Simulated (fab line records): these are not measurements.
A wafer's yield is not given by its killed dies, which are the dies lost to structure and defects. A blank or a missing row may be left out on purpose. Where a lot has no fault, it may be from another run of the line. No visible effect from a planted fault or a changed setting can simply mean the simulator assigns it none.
fab line records / flow sky130
record: lots: 7 wafers: 21 last_day: 47
route steps=708 shown LDD_N@247 LDD_P@255
lots with no fault: from the same line, run without faults
start_h: the number of hours between the record's first day and the start of the first shown wafer of the lot / wait_h: time in hours since the lot's previous step / " same as the row above / L1.1+2: a single row standing in for several wafers / - value missing, or start not given / * or withheld: withheld / < > ~ a bound
route shown NAME@n: a module of which the file shows steps, and the number in the route of the first / usual: the fault-free wafers' mean and standard deviation / same: alike in all rows / chamber/n: place in a boat / sites: per-site readings / _std_site: how widely they spread, as a standard deviation / _edge_site: outer sites' mean less inner sites' / radius_mm: for every site, how far away it sits from the centre of the wafer / mask NAME#n: copy n / behind: the last tool/chamber to shape the wafer / hold: reason for holding the lot/hours on hold/outcome of the hold / device: transistor that didn't switch, given as n, p or np / end of line: the same wafers' tests at the end of the route / for a step that has no rows: nothing shown but its recipe / killed: not the wafer's yield, but the dies lost to structure and defects at the first sort / map: dies across one wafer; x = killed, . = not, _ = none there
set.NAME: the setting as run; set.NAME@STEP: as run at that earlier step / model.NAME: the simulator's own value behind a step, which no gauge read
a table for each step, a row for each wafer; lots at some steps of the route
services: a tool's chamber out of use, with start hour (start_h, from the record's first day; less than 0 if before it), hours out, and reason
== steps ==
step: SKY_LDD_N_IMPLANT_10
recipe: species: As energy_kev: 20 dose_cm2: 7.5e+13 tilt_deg: withheld rotation_deg: 203
step: SKY_LDD_N_IMPLANT_11
recipe: species: As energy_kev: 20 dose_cm2: 7.5e+13 tilt_deg: withheld rotation_deg: 293
step: SKY_LDD_N_IMPLANT_12
recipe: species: BF2 energy_kev: 50 dose_cm2: 5e+12 tilt_deg: 30 rotation_deg: 0
step: SKY_LDD_N_IMPLANT_13
recipe: species: BF2 energy_kev: 50 dose_cm2: 5e+12 tilt_deg: 30 rotation_deg: 90
step: SKY_LDD_N_IMPLANT_14
recipe: species: BF2 energy_kev: 50 dose_cm2: 5e+12 tilt_deg: 30 rotation_deg: 180
step: SKY_LDD_N_IMPLANT_15
recipe: species: BF2 energy_kev: 50 dose_cm2: 5e+12 tilt_deg: 30 rotation_deg: 270
step: SKY_LDD_N_STRIP_16
recipe: chemistry: O2/N2 power_w: 1400 pressure_mtorr: 1500 platen_temp_c: withheld o2_flow_sccm: 3000 n2_flow_sccm: 300 overash_fraction: 0.5
usual: drypump_motor_current_A: 5.7/0.43 oes_product_au: 0.407/0.0047 strip_time_to_endpoint_s: 4.316/0.018
same: overash_fraction: 0.5
lot.wafer=L922.1 tool=plasma_asher-02 chamber=0 start_h=405.88 wait_h=0.1 drypump_motor_current_A=5.6 oes_product_au=0.402 rf_hours_counter_h=73 strip_time_to_endpoint_s=4.291
lot.wafer=L922.2 tool=plasma_asher-02 chamber=1 start_h=405.88 wait_h=0.1 drypump_motor_current_A=6.4 oes_product_au=0.396 rf_hours_counter_h=73 strip_time_to_endpoint_s=4.284
lot.wafer=L922.5 tool=plasma_asher-02 chamber=1 start_h=405.88 wait_h=0.1 drypump_motor_current_A=6.4 oes_product_au=0.400 rf_hours_counter_h=- strip_time_to_endpoint_s=4.296
lot.wafer=L923.1 tool=plasma_asher-03 chamber=0 start_h=412.03 wait_h=0.1 drypump_motor_current_A=5.3 oes_product_au=0.407 rf_hours_counter_h=55 strip_time_to_endpoint_s=4.317
lot.wafer=L923.4 tool=plasma_asher-03 chamber=1 start_h=412.03 wait_h=0.1 drypump_motor_current_A=5.2 oes_product_au=0.401 rf_hours_counter_h=- strip_time_to_endpoint_s=4.308
lot.wafer=L923.6 tool=plasma_asher-03 chamber=1 start_h=412.03 wait_h=0.1 drypump_motor_current_A=5.2 oes_product_au=0.411 rf_hours_counter_h=- strip_time_to_endpoint_s=4.316
lot.wafer=L927.1 tool=plasma_asher-03 chamber=0 start_h=442.98 wait_h=0.1 drypump_motor_current_A=5.3 oes_product_au=0.400 rf_hours_counter_h=59 strip_time_to_endpoint_s=4.296
lot.wafer=L927.4 tool=plasma_asher-03 chamber=1 start_h=442.98 wait_h=0.1 drypump_motor_current_A=5.2 oes_product_au=0.408 rf_hours_counter_h=- strip_time_to_endpoint_s=4.311
lot.wafer=L927.6 tool=plasma_asher-03 chamber=1 start_h=442.98 wait_h=0.1 drypump_motor_current_A=5.2 oes_product_au=0.402 rf_hours_counter_h=- strip_time_to_endpoint_s=4.303
lot.wafer=L928.2 tool=plasma_asher-01 chamber=1 start_h=454.47 wait_h=0.1 drypump_motor_current_A=5.9 oes_product_au=0.412 rf_hours_counter_h=2 strip_time_to_endpoint_s=4.324
lot.wafer=L928.3 tool=plasma_asher-01 chamber=1 start_h=454.47 wait_h=0.1 drypump_motor_current_A=5.9 oes_product_au=0.415 rf_hours_counter_h=- strip_time_to_endpoint_s=4.322
lot.wafer=L928.6 tool=plasma_asher-01 chamber=1 start_h=454.47 wait_h=0.1 drypump_motor_current_A=5.9 oes_product_au=0.407 rf_hours_counter_h=- strip_time_to_endpoint_s=4.315
lot.wafer=L929.2 tool=plasma_asher-02 chamber=1 start_h=475.58 wait_h=0.1 drypump_motor_current_A=6.4 oes_product_au=0.398 rf_hours_counter_h=80 strip_time_to_endpoint_s=4.313
lot.wafer=L929.3 tool=plasma_asher-02 chamber=0 start_h=475.58 wait_h=0.1 drypump_motor_current_A=5.6 oes_product_au=0.408 rf_hours_counter_h=- strip_time_to_endpoint_s=4.308
lot.wafer=L929.4 tool=plasma_asher-02 chamber=1 start_h=475.58 wait_h=0.1 drypump_motor_current_A=6.4 oes_product_au=0.403 rf_hours_counter_h=- strip_time_to_endpoint_s=4.293
lot.wafer=L930.1 tool=plasma_asher-02 chamber=1 start_h=477.27 wait_h=0.1 drypump_motor_current_A=6.4 oes_product_au=0.406 rf_hours_counter_h=80 strip_time_to_endpoint_s=4.299
lot.wafer=L930.4 tool=plasma_asher-02 chamber=0 start_h=477.27 wait_h=0.1 drypump_motor_current_A=5.6 oes_product_au=0.403 rf_hours_counter_h=- strip_time_to_endpoint_s=4.287
lot.wafer=L930.6 tool=plasma_asher-02 chamber=1 start_h=477.27 wait_h=0.1 drypump_motor_current_A=6.4 oes_product_au=0.407 rf_hours_counter_h=- strip_time_to_endpoint_s=4.310
lot.wafer=L932.2 tool=plasma_asher-02 chamber=0 start_h=482.68 wait_h=0.1 drypump_motor_current_A=5.6 oes_product_au=0.407 rf_hours_counter_h=81 strip_time_to_endpoint_s=4.307
lot.wafer=L932.3 tool=plasma_asher-02 chamber=1 start_h=482.68 wait_h=0.1 drypump_motor_current_A=6.4 oes_product_au=0.409 rf_hours_counter_h=- strip_time_to_endpoint_s=4.294
lot.wafer=L932.5 tool=plasma_asher-02 chamber=0 start_h=482.68 wait_h=0.1 drypump_motor_current_A=5.6 oes_product_au=0.408 rf_hours_counter_h=- strip_time_to_endpoint_s=4.298
step: SKY_LDD_N_TW_MEAS_17
usual: LDD_N_TW: 2605/16
lot.wafer=L922.1 tool=film_metro-01 chamber=- start_h=405.98 wait_h=0.1 LDD_N_TW=2591
lot.wafer=L922.2 tool=film_metro-01 chamber=- start_h=405.98 wait_h=0.1 LDD_N_TW=2592
lot.wafer=L922.5 tool=film_metro-01 chamber=- start_h=405.98 wait_h=0.1 LDD_N_TW=2597
lot.wafer=L923.1 tool=film_metro-01 chamber=- start_h=412.13 wait_h=0.1 LDD_N_TW=2600
lot.wafer=L923.4 tool=film_metro-01 chamber=- start_h=412.13 wait_h=0.1 LDD_N_TW=2597
lot.wafer=L923.6 tool=film_metro-01 chamber=- start_h=412.13 wait_h=0.1 LDD_N_TW=2595
lot.wafer=L927.1 tool=film_metro-01 chamber=- start_h=443.08 wait_h=0.1 LDD_N_TW=2575
lot.wafer=L927.4 tool=film_metro-01 chamber=- start_h=443.08 wait_h=0.1 LDD_N_TW=2572
lot.wafer=L927.6 tool=film_metro-01 chamber=- start_h=443.08 wait_h=0.1 LDD_N_TW=2576
lot.wafer=L928.2 tool=film_metro-03 chamber=- start_h=454.58 wait_h=0.1 LDD_N_TW=2624
lot.wafer=L928.3 tool=film_metro-03 chamber=- start_h=454.58 wait_h=0.1 LDD_N_TW=2621
lot.wafer=L928.6 tool=film_metro-03 chamber=- start_h=454.58 wait_h=0.1 LDD_N_TW=2618
lot.wafer=L929.2 tool=film_metro-03 chamber=- start_h=475.69 wait_h=0.1 LDD_N_TW=2622
lot.wafer=L929.3 tool=film_metro-03 chamber=- start_h=475.69 wait_h=0.1 LDD_N_TW=2616
lot.wafer=L929.4 tool=film_metro-03 chamber=- start_h=475.69 wait_h=0.1 LDD_N_TW=2628
lot.wafer=L930.1 tool=film_metro-01 chamber=- start_h=477.37 wait_h=0.1 LDD_N_TW=2589
lot.wafer=L930.4 tool=film_metro-01 chamber=- start_h=477.37 wait_h=0.1 LDD_N_TW=2597
lot.wafer=L930.6 tool=film_metro-01 chamber=- start_h=477.37 wait_h=0.1 LDD_N_TW=2587
lot.wafer=L932.2 tool=film_metro-01 chamber=- start_h=482.79 wait_h=0.1 LDD_N_TW=2594
lot.wafer=L932.3 tool=film_metro-01 chamber=- start_h=482.79 wait_h=0.1 LDD_N_TW=2582
lot.wafer=L932.5 tool=film_metro-01 chamber=- start_h=482.79 wait_h=0.1 LDD_N_TW=2587
step: SKY_LDD_P_DEHYDRATE_00
recipe: temp_c: 200 time_s: 60
step: SKY_LDD_P_HMDS_01
recipe: prime_time_s: 60 prime_temp_c: 120
step: SKY_LDD_P_COAT_02
recipe: resist: NOVOLAK spin_rpm: 3000 resist_thk_nm: 1140
step: SKY_LDD_P_SOFTBAKE_03
recipe: temp_c: 90 time_s: 60 resist: NOVOLAK
step: SKY_LDD_P_EXPOSE_04
recipe: mask_id: PSDM na: 0.6 source_shape: conventional sigma_outer: 0.6 polarization: unpolarized target_cd_nm: 380 dose_mj: 138
usual: exposure_dose_mJ_cm2: 137.98/0.14 focus_offset_nm: 0.0/0.46
lot.wafer=L922.1 tool=iline_stepper-02 chamber=0 start_h=421.47 wait_h=- mask=PSDM#0 exposure_dose_mJ_cm2=138.19 focus_offset_nm=0.3
lot.wafer=L922.2 tool=iline_stepper-02 chamber=0 start_h=421.47 wait_h=- mask=PSDM#0 exposure_dose_mJ_cm2=138.00 focus_offset_nm=0.1
lot.wafer=L922.5 tool=iline_stepper-02 chamber=0 start_h=421.47 wait_h=- mask=PSDM#0 exposure_dose_mJ_cm2=138.05 focus_offset_nm=-0.1
lot.wafer=L923.1 tool=iline_stepper-02 chamber=0 start_h=427.55 wait_h=- mask=PSDM#0 exposure_dose_mJ_cm2=137.95 focus_offset_nm=0.7
lot.wafer=L923.4 tool=iline_stepper-02 chamber=0 start_h=427.55 wait_h=- mask=PSDM#0 exposure_dose_mJ_cm2=137.82 focus_offset_nm=0.1
lot.wafer=L923.6 tool=iline_stepper-02 chamber=0 start_h=427.55 wait_h=- mask=PSDM#0 exposure_dose_mJ_cm2=137.96 focus_offset_nm=-0.6
lot.wafer=L927.1 tool=iline_stepper-02 chamber=0 start_h=458.45 wait_h=- mask=PSDM#0 exposure_dose_mJ_cm2=92.39 focus_offset_nm=0.3
lot.wafer=L927.4 tool=iline_stepper-02 chamber=0 start_h=458.45 wait_h=- mask=PSDM#0 exposure_dose_mJ_cm2=92.31 focus_offset_nm=0.8
lot.wafer=L927.6 tool=iline_stepper-02 chamber=0 start_h=458.45 wait_h=- mask=PSDM#0 exposure_dose_mJ_cm2=92.34 focus_offset_nm=0.2
lot.wafer=L928.2 tool=iline_stepper-01 chamber=0 start_h=469.87 wait_h=- mask=PSDM#0 exposure_dose_mJ_cm2=137.98 focus_offset_nm=0.4
lot.wafer=L928.3 tool=iline_stepper-01 chamber=0 start_h=469.87 wait_h=- mask=PSDM#0 exposure_dose_mJ_cm2=137.94 focus_offset_nm=0.2
lot.wafer=L928.6 tool=iline_stepper-01 chamber=0 start_h=469.87 wait_h=- mask=PSDM#0 exposure_dose_mJ_cm2=137.94 focus_offset_nm=0.6
lot.wafer=L929.2 tool=iline_stepper-02 chamber=0 start_h=491.37 wait_h=- mask=PSDM#0 exposure_dose_mJ_cm2=101.28 focus_offset_nm=-1.0
lot.wafer=L929.3 tool=iline_stepper-02 chamber=0 start_h=491.37 wait_h=- mask=PSDM#0 exposure_dose_mJ_cm2=101.76 focus_offset_nm=0.6
lot.wafer=L929.4 tool=iline_stepper-02 chamber=0 start_h=491.37 wait_h=- mask=PSDM#0 exposure_dose_mJ_cm2=101.58 focus_offset_nm=0.4
lot.wafer=L930.1 tool=iline_stepper-02 chamber=0 start_h=492.91 wait_h=- mask=PSDM#0 exposure_dose_mJ_cm2=101.62 focus_offset_nm=-0.2
lot.wafer=L930.4 tool=iline_stepper-02 chamber=0 start_h=492.91 wait_h=- mask=PSDM#0 exposure_dose_mJ_cm2=101.77 focus_offset_nm=-0.6
lot.wafer=L930.6 tool=iline_stepper-02 chamber=0 start_h=492.91 wait_h=- mask=PSDM#0 exposure_dose_mJ_cm2=101.54 focus_offset_nm=0.1
lot.wafer=L932.2 tool=iline_stepper-01 chamber=0 start_h=498.17 wait_h=- mask=PSDM#0 exposure_dose_mJ_cm2=138.36 focus_offset_nm=0.3
lot.wafer=L932.3 tool=iline_stepper-01 chamber=0 start_h=498.17 wait_h=- mask=PSDM#0 exposure_dose_mJ_cm2=138.11 focus_offset_nm=0.3
lot.wafer=L932.5 tool=iline_stepper-01 chamber=0 start_h=498.17 wait_h=- mask=PSDM#0 exposure_dose_mJ_cm2=138.16 focus_offset_nm=0.2
step: SKY_LDD_P_PEB_05
recipe: temp_c: withheld time_s: * resist: NOVOLAK
step: SKY_LDD_P_DEVELOP_06
recipe: resist: NOVOLAK developer: TMAH develop_time_s: 60 dev_temp_c: 23
step: SKY_LDD_P_CD_MEAS_07
recipe: target_cd_nm: 380
usual: cd_nm: 380.0/2.6
lot.wafer=L922.1 tool=cd_sem-01 chamber=- start_h=436.75 wait_h=0.1 cd_nm=381.4
lot.wafer=L922.2 tool=cd_sem-01 chamber=- start_h=436.75 wait_h=0.1 cd_nm=383.0
lot.wafer=L922.5 tool=cd_sem-01 chamber=- start_h=436.75 wait_h=0.1 cd_nm=381.0
lot.wafer=L923.1 tool=cd_sem-01 chamber=- start_h=443.05 wait_h=0.1 cd_nm=375.9
lot.wafer=L923.4 tool=cd_sem-01 chamber=- start_h=443.05 wait_h=0.1 cd_nm=378.2
lot.wafer=L923.6 tool=cd_sem-01 chamber=- start_h=443.05 wait_h=0.1 cd_nm=378.0
lot.wafer=L927.1 tool=cd_sem-01 chamber=- start_h=473.98 wait_h=0.1 cd_nm=260.5
lot.wafer=L927.4 tool=cd_sem-01 chamber=- start_h=473.98 wait_h=0.1 cd_nm=262.1
lot.wafer=L927.6 tool=cd_sem-01 chamber=- start_h=473.98 wait_h=0.1 cd_nm=262.1
lot.wafer=L928.2 tool=cd_sem-01 chamber=- start_h=485.10 wait_h=0.1 cd_nm=379.1
lot.wafer=L928.3 tool=cd_sem-01 chamber=- start_h=485.10 wait_h=0.1 cd_nm=381.5
lot.wafer=L928.6 tool=cd_sem-01 chamber=- start_h=485.10 wait_h=0.1 cd_nm=380.6
lot.wafer=L929.2 tool=cd_sem-01 chamber=- start_h=506.92 wait_h=0.1 cd_nm=292.8
lot.wafer=L929.3 tool=cd_sem-01 chamber=- start_h=506.92 wait_h=0.1 cd_nm=289.8
lot.wafer=L929.4 tool=cd_sem-01 chamber=- start_h=506.92 wait_h=0.1 cd_nm=289.4
lot.wafer=L930.1 tool=cd_sem-01 chamber=- start_h=507.97 wait_h=0.2 cd_nm=291.0
lot.wafer=L930.4 tool=cd_sem-01 chamber=- start_h=507.97 wait_h=0.2 cd_nm=289.7
lot.wafer=L930.6 tool=cd_sem-01 chamber=- start_h=507.97 wait_h=0.2 cd_nm=291.5
lot.wafer=L932.2 tool=cd_sem-01 chamber=- start_h=513.70 wait_h=0.1 cd_nm=381.7
lot.wafer=L932.3 tool=cd_sem-01 chamber=- start_h=513.70 wait_h=0.1 cd_nm=380.6
lot.wafer=L932.5 tool=cd_sem-01 chamber=- start_h=513.70 wait_h=0.1 cd_nm=379.4
step: SKY_LDD_P_OVL_MEAS_08
usual: LDD_P_OVL: 0.2/1.4
lot.wafer=L922.1 tool=overlay-02 chamber=- start_h=436.87 wait_h=0.1 LDD_P_OVL[nm]=-0.9
lot.wafer=L922.2 tool=overlay-02 chamber=- start_h=436.87 wait_h=0.1 LDD_P_OVL[nm]=-2.3
lot.wafer=L922.5 tool=overlay-02 chamber=- start_h=436.87 wait_h=0.1 LDD_P_OVL[nm]=-1.6
lot.wafer=L923.1 tool=overlay-01 chamber=- start_h=443.17 wait_h=0.1 LDD_P_OVL[nm]=-1.2
lot.wafer=L923.4 tool=overlay-01 chamber=- start_h=443.17 wait_h=0.1 LDD_P_OVL[nm]=-0.8
lot.wafer=L923.6 tool=overlay-01 chamber=- start_h=443.17 wait_h=0.1 LDD_P_OVL[nm]=-2.7
lot.wafer=L927.1 tool=overlay-02 chamber=- start_h=474.10 wait_h=0.1 LDD_P_OVL[nm]=0.8
lot.wafer=L927.4 tool=overlay-02 chamber=- start_h=474.10 wait_h=0.1 LDD_P_OVL[nm]=1.7
lot.wafer=L927.6 tool=overlay-02 chamber=- start_h=474.10 wait_h=0.1 LDD_P_OVL[nm]=0.8
lot.wafer=L928.2 tool=overlay-02 chamber=- start_h=485.21 wait_h=0.1 LDD_P_OVL[nm]=-0.1
lot.wafer=L928.3 tool=overlay-02 chamber=- start_h=485.21 wait_h=0.1 LDD_P_OVL[nm]=-1.0
lot.wafer=L928.6 tool=overlay-02 chamber=- start_h=485.21 wait_h=0.1 LDD_P_OVL[nm]=1.2
lot.wafer=L929.2 tool=overlay-01 chamber=- start_h=507.02 wait_h=0.1 LDD_P_OVL[nm]=-0.5
lot.wafer=L929.3 tool=overlay-01 chamber=- start_h=507.02 wait_h=0.1 LDD_P_OVL[nm]=0.2
lot.wafer=L929.4 tool=overlay-01 chamber=- start_h=507.02 wait_h=0.1 LDD_P_OVL[nm]=-0.1
lot.wafer=L930.1 tool=overlay-02 chamber=- start_h=508.09 wait_h=0.1 LDD_P_OVL[nm]=1.7
lot.wafer=L930.4 tool=overlay-02 chamber=- start_h=508.09 wait_h=0.1 LDD_P_OVL[nm]=2.9
lot.wafer=L930.6 tool=overlay-02 chamber=- start_h=508.09 wait_h=0.1 LDD_P_OVL[nm]=2.1
lot.wafer=L932.2 tool=overlay-01 chamber=- start_h=513.81 wait_h=0.1 LDD_P_OVL[nm]=1.5
lot.wafer=L932.3 tool=overlay-01 chamber=- start_h=513.81 wait_h=0.1 LDD_P_OVL[nm]=0.1
lot.wafer=L932.5 tool=overlay-01 chamber=- start_h=513.81 wait_h=0.1 LDD_P_OVL[nm]=0.3
== services ==
tool=plasma_asher-01 chamber=- start_h=387.90 hours=1.8 kind=repair
tool=plasma_asher-01 chamber=- start_h=421.25 hours=9.0 kind=pm
tool=plasma_asher-01 chamber=0 start_h=421.25 hours=9.0 kind=vent_cycle
tool=plasma_asher-01 chamber=1 start_h=421.25 hours=9.0 kind=vent_cycle
tool=plasma_asher-01 chamber=0 start_h=430.25 hours=- kind=clean
tool=plasma_asher-01 chamber=1 start_h=430.25 hours=- kind=clean
tool=iline_stepper-01 chamber=- start_h=432.59 hours=12.4 kind=repair
tool=iline_stepper-01 chamber=- start_h=483.96 hours=9.6 kind=repair
== key ==
first_sign: step: SKY_LDD_P_EXPOSE_04 reading: exposure_dose_mJ_cm2 direction: down sigmas: 99+ usual: * struck: *
effect: step: SKY_LDD_P_CD_MEAS_07 reading: cd_nm direction: down sigmas: 38 usual: 380.0 struck: 281.0 through: control_loop
met_at SKY_LDD_P_EXPOSE_04
struck_wafers L927.1,L927.4,L927.6,L929.2,L929.3,L929.4,L930.1,L930.4,L930.6
sort_left_out L927.1,L927.4,L927.6,L929.2,L929.3,L929.4,L930.1,L930.4,L930.6
tester_left_out L927,L929,L930
loop_trim: step: SKY_LDD_P_EXPOSE_04 setting: dose lots: L929,L930
onset_between 427.55 458.45
fault: kind: process_parameter_drift tool: iline_stepper-02 chamber: - onset_h: 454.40 steps: SKY_LDD_P_EXPOSE_04 channel: dose_mj offset: -45.451 shape: step acts_in: these_recipes_only stated: 138
tester_left_out: of these lots the tester's yield and bins aren't shown, on N5 and GAA mostly nor the transistor test; their killed dies are dies lost to structure and defects alone, not to doping, threshold or leakage, so they don't give the yield
sort_left_out: the simulated sort isn't trusted on such a fault, so these wafers' sort isn't shown, and their yield isn't known
loop_trim: a control loop set the setting to another value than it would have without faults
